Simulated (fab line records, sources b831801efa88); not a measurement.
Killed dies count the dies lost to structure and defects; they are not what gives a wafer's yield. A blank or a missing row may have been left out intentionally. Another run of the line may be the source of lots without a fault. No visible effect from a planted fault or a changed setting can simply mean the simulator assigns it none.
What tool caused it? | flow sky130 | 21 wafers from 7 lots sampled at 2 of the route's 708 steps

== WHAT THE GAUGES READ, wafer by wafer ==
SKY_CONTACT_CD_MEAS_14: target cd 170 nm.
lot  | measured     | on        | cd_nm (nm)
L806 | day 32 02:31 | cd_sem-02 | 170.5 170.7 170.6
L808 | day 32 13:33 | cd_sem-01 | 166.5 167.2 167.0
L813 | day 34 11:57 | cd_sem-02 | 167.1 167.0 167.9
L815 | day 34 16:02 | cd_sem-02 | 168.3 170.1 169.3
L817 | day 35 12:51 | cd_sem-01 | 169.5 168.1 169.2
L824 | day 37 11:20 | cd_sem-01 | - - -
L827 | day 38 10:57 | cd_sem-02 | 171.4 169.4 171.2

== TOOL THAT RAN EACH LOT (tool first, then ch and the chambers of the sampled wafers, then the start) ==
lot  | SKY_CONTACT_DEVELOP_13
L806 | litho_track-02 ch 0, day 32 02:00
L808 | litho_track-01 ch 0, day 32 13:00
L813 | litho_track-01 ch 0, day 34 11:00
L815 | litho_track-03 ch 0, day 34 15:00
L817 | litho_track-02 ch 0, day 35 12:00
L824 | litho_track-03, day 37 11:00
L827 | litho_track-01 ch 0, day 38 10:00
- SKY_CONTACT_DEVELOP_13: develop time 60 s.

== THE ANSWER, worked out from the rows above alone ==
Rule: the usual values come from the lots themselves. Put in order of their means at a reading, lots are off if they are a third of the lots or fewer, leave a main group of 4 or more, and stand apart from it by a gap of 3 or more times the standard deviation of the main group's means; of several such gaps the widest counts. Not used: any main group whose means are identical at the precision the tables above print for the reading. Also off: a lot with no number at a reading for which 4 or more lots have one. Where the step has rows for the other lots, those lots are counted as sound.
Off: L824 (SKY_CONTACT_CD_MEAS_14, cd_nm). Without a number there: L824. Main group: mean 168.9 nm, sd 1.4.
If a tool, at a process step before that reading, ran all the lots that are off and no sound lot after the first of them, it fits. Those tools and the gauges at SKY_CONTACT_CD_MEAS_14 are tried in the same way. Undecided on this evidence; 2 tools fit (litho_track-03 at SKY_CONTACT_DEVELOP_13, cd_sem-01 at SKY_CONTACT_CD_MEAS_14).

== WHAT THE SIMULATOR PUT IN ==
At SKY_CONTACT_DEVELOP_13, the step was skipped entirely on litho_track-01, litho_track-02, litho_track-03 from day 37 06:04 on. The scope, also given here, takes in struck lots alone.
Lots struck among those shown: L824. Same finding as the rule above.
